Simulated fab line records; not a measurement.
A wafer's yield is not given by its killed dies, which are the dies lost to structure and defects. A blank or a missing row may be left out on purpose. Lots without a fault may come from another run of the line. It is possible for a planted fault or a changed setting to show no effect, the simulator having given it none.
The tool behind it: which one? || flow sky130 || 15 lots, 43 wafers sampled, at 5 steps of a route of 708

## WHAT THE GAUGES READ, wafer by wafer
SKY_SD_N_CD_MEAS_07 targets a cd of 380 nm.
{"lot": "L995", "measured": "day 27 13:46", "on": "cd sem-02", "cd nm (nm)": "381.7 382.4 384.1"}
{"lot": "L996", "measured": "day 27 19:40", "on": "cd sem-02", "cd nm (nm)": "375.7 377.7 377.4"}
{"lot": "L997", "measured": "day 28 12:38", "on": "cd sem-02", "cd nm (nm)": "378.9 379.3"}
{"lot": "L998", "measured": "day 28 18:34", "on": "cd sem-02", "cd nm (nm)": "382.4 383.3 383.5"}
{"lot": "L999", "measured": "day 29 04:52", "on": "cd sem-01", "cd nm (nm)": "384.0 381.2 383.6"}
{"lot": "L100", "measured": "day 29 10:49", "on": "cd sem-02", "cd nm (nm)": "381.1 384.2"}
{"lot": "L107", "measured": "day 31 10:28", "on": "cd sem-02", "cd nm (nm)": "380.2 382.5 380.7"}
{"lot": "L108", "measured": "day 31 17:59", "on": "cd sem-01", "cd nm (nm)": "380.0 379.0 377.6"}
{"lot": "L109", "measured": "day 32 05:28", "on": "cd sem-02", "cd nm (nm)": "378.0 378.0 377.8"}
{"lot": "L112", "measured": "day 33 05:23", "on": "cd sem-02", "cd nm (nm)": "375.7 380.5 378.9"}
{"lot": "L114", "measured": "day 34 01:05", "on": "cd sem-02", "cd nm (nm)": "376.3 378.7 376.3"}
{"lot": "L113", "measured": "day 34 03:16", "on": "cd sem-01", "cd nm (nm)": "377.4 379.1 378.0"}
{"lot": "L115", "measured": "day 34 12:30", "on": "cd sem-01", "cd nm (nm)": "381.2 378.6 381.5"}
{"lot": "L116", "measured": "day 34 14:28", "on": "cd sem-01", "cd nm (nm)": "377.9 378.8 378.6"}
{"lot": "L117", "measured": "day 34 17:11", "on": "cd sem-01", "cd nm (nm)": "379.0 378.7 382.1"}

SKY_SD_N_TW_MEAS_12.
{"lot": "L995", "measured": "day 27 14:20", "on": "film metro-02", "SD_N_TW": "4010 4021 4021"}
{"lot": "L996", "measured": "day 27 20:13", "on": "film metro-04", "SD_N_TW": "4059 4056 4057"}
{"lot": "L997", "measured": "day 28 13:11", "on": "film metro-03", "SD_N_TW": "3947 3956"}
{"lot": "L998", "measured": "day 28 19:07", "on": "film metro-04", "SD_N_TW": "4040 4070 4035"}
{"lot": "L999", "measured": "day 29 05:25", "on": "film metro-03", "SD_N_TW": "3945 3933 3943"}
{"lot": "L100", "measured": "day 29 11:22", "on": "film metro-04", "SD_N_TW": "4032 4008"}
{"lot": "L107", "measured": "day 31 11:01", "on": "film metro-04", "SD_N_TW": "4036 4027 4037"}
{"lot": "L108", "measured": "day 31 18:32", "on": "film metro-04", "SD_N_TW": "4048 4047 4060"}
{"lot": "L109", "measured": "day 32 06:01", "on": "film metro-04", "SD_N_TW": "4039 4058 4041"}
{"lot": "L112", "measured": "day 33 05:56", "on": "film metro-03", "SD_N_TW": "4003 3986 4019"}
{"lot": "L114", "measured": "day 34 01:38", "on": "film metro-04", "SD_N_TW": "4056 4043 4047"}
{"lot": "L113", "measured": "day 34 03:49", "on": "film metro-02", "SD_N_TW": "3983 3982 4000"}
{"lot": "L115", "measured": "day 34 13:04", "on": "film metro-02", "SD_N_TW": "4014 4004 4001"}
{"lot": "L116", "measured": "day 34 15:02", "on": "film metro-04", "SD_N_TW": "4047 4060 4057"}
{"lot": "L117", "measured": "day 34 17:44", "on": "film metro-04", "SD_N_TW": "4037 4042 4052"}

SKY_LOCAL_INTERCONNECT_CD_MEAS_11 targets a cd of 170 nm.
{"lot": "L995", "measured": "day 30 01:08", "on": "cd sem-02", "cd nm (nm)": "169.5 167.1 168.5"}
{"lot": "L996", "measured": "day 30 06:48", "on": "cd sem-02", "cd nm (nm)": "168.5 168.5 168.9"}
{"lot": "L997", "measured": "day 30 22:21", "on": "cd sem-01", "cd nm (nm)": "134.6 171.1 134.3 170.8"}
{"lot": "L998", "measured": "day 31 04:32", "on": "cd sem-01", "cd nm (nm)": "136.3 171.7 172.6 136.6 171.6 172.5"}
{"lot": "L999", "measured": "day 31 14:41", "on": "cd sem-01", "cd nm (nm)": "172.2 170.9 171.1"}
{"lot": "L100", "measured": "day 31 18:48", "on": "cd sem-02", "cd nm (nm)": "134.4 169.9 134.9 169.9"}
{"lot": "L107", "measured": "day 33 17:35", "on": "cd sem-02", "cd nm (nm)": "167.6 169.6 169.1"}
{"lot": "L108", "measured": "day 34 01:06", "on": "cd sem-01", "cd nm (nm)": "171.1 169.0 171.8"}
{"lot": "L109", "measured": "day 34 12:23", "on": "cd sem-01", "cd nm (nm)": "167.1 166.7 167.3"}
{"lot": "L112", "measured": "day 35 12:40", "on": "cd sem-01", "cd nm (nm)": "168.1 167.6 169.5"}
{"lot": "L114", "measured": "day 36 09:07", "on": "cd sem-02", "cd nm (nm)": "170.0 171.5 170.8"}
{"lot": "L113", "measured": "day 36 11:14", "on": "cd sem-02", "cd nm (nm)": "170.5 171.7 171.4"}
{"lot": "L115", "measured": "day 36 20:22", "on": "cd sem-01", "cd nm (nm)": "167.2 167.4 168.3"}
{"lot": "L116", "measured": "day 36 22:24", "on": "cd sem-02", "cd nm (nm)": "169.8 170.8 170.8"}
{"lot": "L117", "measured": "day 37 01:32", "on": "cd sem-01", "cd nm (nm)": "169.1 169.1 169.5"}

## TOOL THAT RAN EACH LOT (tool first, then ch and the chambers of the sampled wafers, then the start)
{"lot": "L995", "SKY_LI_CONTACT_SPUTTER_20": "pvd sputter-02, day 28 20:30", "SKY_LOCAL_INTERCONNECT_EXPOSE_08": "krf scanner-02 ch 0, day 29 11:52"}
{"lot": "L996", "SKY_LI_CONTACT_SPUTTER_20": "pvd sputter-02, day 29 02:07", "SKY_LOCAL_INTERCONNECT_EXPOSE_08": "krf scanner-02 ch 0, day 29 17:25"}
{"lot": "L997", "SKY_LI_CONTACT_SPUTTER_20": "pvd sputter-01, day 29 18:43", "SKY_LOCAL_INTERCONNECT_EXPOSE_08": "krf scanner-02 ch 0, day 30 09:05"}
{"lot": "L998", "SKY_LI_CONTACT_SPUTTER_20": "pvd sputter-03, day 30 01:15", "SKY_LOCAL_INTERCONNECT_EXPOSE_08": "krf scanner-02 ch 0, day 30 15:32"}
{"lot": "L999", "SKY_LI_CONTACT_SPUTTER_20": "pvd sputter-01, day 30 11:25", "SKY_LOCAL_INTERCONNECT_EXPOSE_08": "krf scanner-01 ch 0, day 31 02:04"}
{"lot": "L100", "SKY_LI_CONTACT_SPUTTER_20": "pvd sputter-03, day 30 15:58", "SKY_LOCAL_INTERCONNECT_EXPOSE_08": "krf scanner-02 ch 0, day 31 05:58"}
{"lot": "L107", "SKY_LI_CONTACT_SPUTTER_20": "pvd sputter-02, day 32 14:39", "SKY_LOCAL_INTERCONNECT_EXPOSE_08": "krf scanner-01 ch 0, day 33 04:39"}
{"lot": "L108", "SKY_LI_CONTACT_SPUTTER_20": "pvd sputter-03, day 32 21:55", "SKY_LOCAL_INTERCONNECT_EXPOSE_08": "krf scanner-01 ch 0, day 33 12:05"}
{"lot": "L109", "SKY_LI_CONTACT_SPUTTER_20": "pvd sputter-03, day 33 09:25", "SKY_LOCAL_INTERCONNECT_EXPOSE_08": "krf scanner-01 ch 0, day 33 23:31"}
{"lot": "L112", "SKY_LI_CONTACT_SPUTTER_20": "pvd sputter-02, day 34 09:25", "SKY_LOCAL_INTERCONNECT_EXPOSE_08": "krf scanner-02 ch 0, day 34 23:38"}
{"lot": "L114", "SKY_LI_CONTACT_SPUTTER_20": "pvd sputter-02, day 35 05:31", "SKY_LOCAL_INTERCONNECT_EXPOSE_08": "krf scanner-01 ch 0, day 35 20:04"}
{"lot": "L113", "SKY_LI_CONTACT_SPUTTER_20": "pvd sputter-01, day 35 07:37", "SKY_LOCAL_INTERCONNECT_EXPOSE_08": "krf scanner-02 ch 0, day 35 22:23"}
{"lot": "L115", "SKY_LI_CONTACT_SPUTTER_20": "pvd sputter-02, day 35 17:25", "SKY_LOCAL_INTERCONNECT_EXPOSE_08": "krf scanner-02 ch 0, day 36 07:18"}
{"lot": "L116", "SKY_LI_CONTACT_SPUTTER_20": "pvd sputter-02, day 35 19:10", "SKY_LOCAL_INTERCONNECT_EXPOSE_08": "krf scanner-01 ch 0, day 36 09:38"}
{"lot": "L117", "SKY_LI_CONTACT_SPUTTER_20": "pvd sputter-01, day 35 22:07", "SKY_LOCAL_INTERCONNECT_EXPOSE_08": "krf scanner-02 ch 0, day 36 12:05"}
- SKY_LI_CONTACT_SPUTTER_20: material TiN, target thk 20 nm, time 80 s.
- SKY_LOCAL_INTERCONNECT_EXPOSE_08: exposes mask LI1M, target cd 170 nm.

## WHAT THE TOOLS THEMSELVES READ (means of the sampled wafers that have a number; where no wafer has one, the mark that the record gives instead)
SKY_LI_CONTACT_SPUTTER_20.
{"lot": "L995", "tool": "pvd sputter-02", "chamber pressure pa (Pa)": 4.994, "throttle valve pct (%)": 29.5}
{"lot": "L996", "tool": "pvd sputter-02", "chamber pressure pa (Pa)": 5.002, "throttle valve pct (%)": 30.5}
{"lot": "L997", "tool": "pvd sputter-01", "chamber pressure pa (Pa)": 5.008, "throttle valve pct (%)": 30.2}
{"lot": "L998", "tool": "pvd sputter-03", "chamber pressure pa (Pa)": 5.009, "throttle valve pct (%)": 30.0}
{"lot": "L999", "tool": "pvd sputter-01", "chamber pressure pa (Pa)": 5.006, "throttle valve pct (%)": 28.9}
{"lot": "L100", "tool": "pvd sputter-03", "chamber pressure pa (Pa)": 5.003, "throttle valve pct (%)": 29.6}
{"lot": "L107", "tool": "pvd sputter-02", "chamber pressure pa (Pa)": 4.996, "throttle valve pct (%)": 29.7}
{"lot": "L108", "tool": "pvd sputter-03", "chamber pressure pa (Pa)": 4.996, "throttle valve pct (%)": 28.9}
{"lot": "L109", "tool": "pvd sputter-03", "chamber pressure pa (Pa)": 5.000, "throttle valve pct (%)": 30.2}
{"lot": "L112", "tool": "pvd sputter-02", "chamber pressure pa (Pa)": 5.007, "throttle valve pct (%)": 27.8}
{"lot": "L114", "tool": "pvd sputter-02", "chamber pressure pa (Pa)": 4.994, "throttle valve pct (%)": 27.5}
{"lot": "L113", "tool": "pvd sputter-01", "chamber pressure pa (Pa)": 5.012, "throttle valve pct (%)": 29.9}
{"lot": "L115", "tool": "pvd sputter-02", "chamber pressure pa (Pa)": 5.002, "throttle valve pct (%)": 28.6}
{"lot": "L116", "tool": "pvd sputter-02", "chamber pressure pa (Pa)": 4.993, "throttle valve pct (%)": 29.3}
{"lot": "L117", "tool": "pvd sputter-01", "chamber pressure pa (Pa)": 5.002, "throttle valve pct (%)": 28.9}

## THE ANSWER, worked out from the rows above alone
Rule: what is usual is taken from the lots themselves. The widest of any qualifying gaps counts: lots, ordered by their means at a reading, are off when they make up no more than a third of the lots, leave a main group of 4 or more, and stand apart from it by 3 or more times the standard deviation of that group's means. A main group is skipped when, at the precision printed for the reading in the tables above, its means are all equal. Also off: a lot with no number at a reading for which 4 or more lots have one. Any other lot the step has rows for is counted as sound. The gauges are gone through in route order, then the tools' own readings, and for those a lot's mean is taken as printed above. At the first step where some lot is off, the reading lying furthest off is the one used; lots without a number count as furthest.
Off: L997, L998, L100, at SKY_LOCAL_INTERCONNECT_CD_MEAS_11 (cd nm). The main group: mean 169.4 nm, standard deviation 1.4.
A tool fits if, at a process step before that reading, it ran every lot that is off, and no sound lot after the first of them. Gauges at SKY_LOCAL_INTERCONNECT_CD_MEAS_11: tried the same way as those tools. None of those tried fits.

## WHAT WAS PUT IN BY THE SIMULATOR
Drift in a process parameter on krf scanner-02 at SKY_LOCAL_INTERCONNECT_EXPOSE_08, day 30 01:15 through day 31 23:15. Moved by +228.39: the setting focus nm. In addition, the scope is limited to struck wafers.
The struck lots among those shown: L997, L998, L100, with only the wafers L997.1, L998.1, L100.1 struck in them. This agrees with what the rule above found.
